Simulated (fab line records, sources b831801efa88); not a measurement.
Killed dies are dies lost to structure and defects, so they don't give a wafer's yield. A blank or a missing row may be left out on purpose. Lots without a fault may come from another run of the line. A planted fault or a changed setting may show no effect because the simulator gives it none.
A struck lot beside a sound one | flow gf180mcu | 32 steps out of a route of 602
Sound: wafers L190.2, L190.4, L190.5. Struck: wafers L189.1, L189.4, L189.6. The cause comes at the end.
At each step with rows: each side's tool, then ch and its chambers, then its first start. Under that, the readings that differ: sound wafers | struck wafers | difference of the means | sigmas: that difference in standard deviations of wafers without a fault.
alike: readings whose means differ by less than 2 such deviations, and words and numbers that are the same on both sides. not compared: withheld readings, readings that some wafer has no value for, bounds like >300 that may hide the same value, and numbers for which the record gives no deviation and whose values overlap.
The two part at a step that has a row with sigmas, a row that says differs or no value, or rows on one side only. Numbers that don't overlap but have no deviation are shown without sigmas and don't part them. A reading that every wafer of one side lacks parts them only if that side has two wafers or more.

first, 2 steps without rows for these wafers: GF_SAB_ETCH_11 (etches SiO2 in C4F8/O2/Ar, target depth 55 nm, time 8.5 s); GF_SAB_WET_ETCH_12 (etches SiO2 in dHF, target depth 22 nm, time 440 s).
GF_SAB_STRIP_13: strips in O2/N2.
  sound on plasma_asher-04 ch 0,1, day 20 12:49; struck on plasma_asher-02 ch 1, day 20 03:39
  alike: drypump_motor_current_A, heater_power_w, oes_product_au, strip_time_to_endpoint_s
  not compared: rf_hours_counter_h
then, 4 steps without rows for these wafers: GF_SALICIDE_CLEAN_00 (cleans in SC1/SC2, time 150 s); GF_SALICIDE_WET_ETCH_01 (etches SiO2 in dHF, target depth 5 nm, time 100 s); GF_SALICIDE_SPUTTER_02 (material Co, target thk 10 nm, time 20 s); GF_SALICIDE_SPUTTER_03 (material TiN, target thk 20 nm, time 16.7 s).
GF_SALICIDE_RS_MEAS_04: measures by four-point-probe.
  sound on film_metro-03, day 20 13:05; struck on film_metro-04, day 20 03:53
  alike: SALICIDE_TIN_RS
GF_SALICIDE_THK_MEAS_05: measures by xrf.
  sound on film_metro-03, day 20 13:11; struck on film_metro-04, day 20 04:01
  alike: SALICIDE_TIN_THK
GF_SALICIDE_RTA_06: time 30 s.
  sound on rtp_anneal-02 ch 0, day 20 13:16; struck on rtp_anneal-01 ch 0, day 20 04:04
  reading            | sound          | struck         | difference | sigmas
  lamp_power_pct (%) | 6.39 6.39 6.39 | 6.58 6.59 6.59 | +0.20      | +2
  alike: wafer_temp_C_max
then, 2 steps without rows for these wafers: GF_SALICIDE_WET_ETCH_07 (etches the open film in SPM, target depth 120 nm); GF_SALICIDE_RTA_08 (time 30 s).
GF_CONTACT_CVD_00: deposits SiO2, target thk 300 nm, time 50 s.
  sound on hdpcvd-01 ch 0, day 20 13:32; struck on hdpcvd-02 ch 0,1,2, day 20 04:22
  reading                                  | sound             | struck            | difference | sigmas
  sih4_flow_sccm (sccm)                    | 60.23 60.20 59.84 | 51.03 51.04 51.01 | -9.06      | -53
  model.SiO2_of_CONTACT_CVD_00.thk_nm (nm) | 302.3 304.6 308.2 | 259.1 253.3 253.4 | -49.8      |
GF_CONTACT_THK_MEAS_01:
  sound on film_metro-03, day 20 13:37; struck on film_metro-02, day 20 04:25
  reading                 | sound       | struck      | difference | sigmas
  CONTACT_CVD_00_THK (nm) | 302 305 308 | 259 253 253 | -50        | -16
GF_CONTACT_CVD_02: deposits SiO2 from TEOS, target thk 860 nm, time 95.992 s.
  sound on pecvd-01 ch 1,2, day 20 13:40; struck on pecvd-03 ch 0,1,2, day 20 04:28
  alike: heater_power_w
GF_CONTACT_THK_MEAS_03:
  sound on film_metro-02, day 20 13:44; struck on film_metro-01, day 20 04:32
  alike: CONTACT_CVD_02_THK
GF_CONTACT_CMP_04: polishes SiO2.
  sound on cmp-01 ch 0,1,3, day 20 13:47; struck on cmp-01 ch 0,1,2, day 20 04:42
  alike: motor_current_A, retaining_ring_pressure_frac
GF_CONTACT_BOW_MEAS_05:
  sound on film_metro-01, day 20 14:07; struck on film_metro-03, day 20 04:54
  alike: CONTACT_BOW
then, 8 steps without rows for these wafers: GF_CONTACT_DEHYDRATE_06 (time 60 s); GF_CONTACT_HMDS_07 (prime time 60 s); GF_CONTACT_COAT_08; GF_CONTACT_COAT_09 (resist thk 1000 nm); GF_CONTACT_SOFTBAKE_10 (time 60 s); GF_CONTACT_EXPOSE_11 (exposes mask Contact, target cd 220 nm); GF_CONTACT_PEB_12 (peb time 90 s); GF_CONTACT_DEVELOP_13 (develop time 60 s).
GF_CONTACT_CD_MEAS_14: target cd 220 nm.
  sound on cd_sem-01, day 21 14:35; struck on cd_sem-02, day 21 05:23
  alike: cd_nm
GF_CONTACT_OVL_MEAS_15:
  sound on overlay-02, day 21 14:42; struck on overlay-02, day 21 05:31
  alike: CONTACT_OVL
GF_CONTACT_ETCH_16: etches BARC in N2/H2.
  sound on rie_diel-02 ch 0,1, day 21 14:44; struck on rie_diel-02 ch 0,1,2, day 21 05:33
  alike: drypump_motor_current_A, oes_product_au, throttle_valve_pct
GF_CONTACT_ETCH_17: etches SiO2 in C4F8/O2/Ar, stops on CoSi2, target depth 860 nm.
  sound on rie_diel-02 ch 0,1; struck on rie_diel-02 ch 0,1,2
  reading                             | sound             | struck            | difference | sigmas
  oes_product_au (a.u.)               | 0.814 0.823 0.814 | 0.800 0.799 0.785 | -0.022     | -4
  model.etch.depth_nm (nm)            | 861.7 864 868.1   | 818 811.9 813.2   | -50        |
  model.CONTACT.feature_depth_nm (nm) | 861.7 864 868.1   | 818 811.9 813.2   | -50        |
then, 1 step without rows for these wafers: GF_CONTACT_STRIP_18 (strips in O2/N2).
GF_PASSIVATION_PROBE_99:
  the record has rows for the sound wafers here (prober-02, day 33 06:26) and none for the struck ones

WHERE THEY PART
First at GF_SALICIDE_RTA_06; last, within this record, at GF_PASSIVATION_PROBE_99.

WHY: what the simulator had put in
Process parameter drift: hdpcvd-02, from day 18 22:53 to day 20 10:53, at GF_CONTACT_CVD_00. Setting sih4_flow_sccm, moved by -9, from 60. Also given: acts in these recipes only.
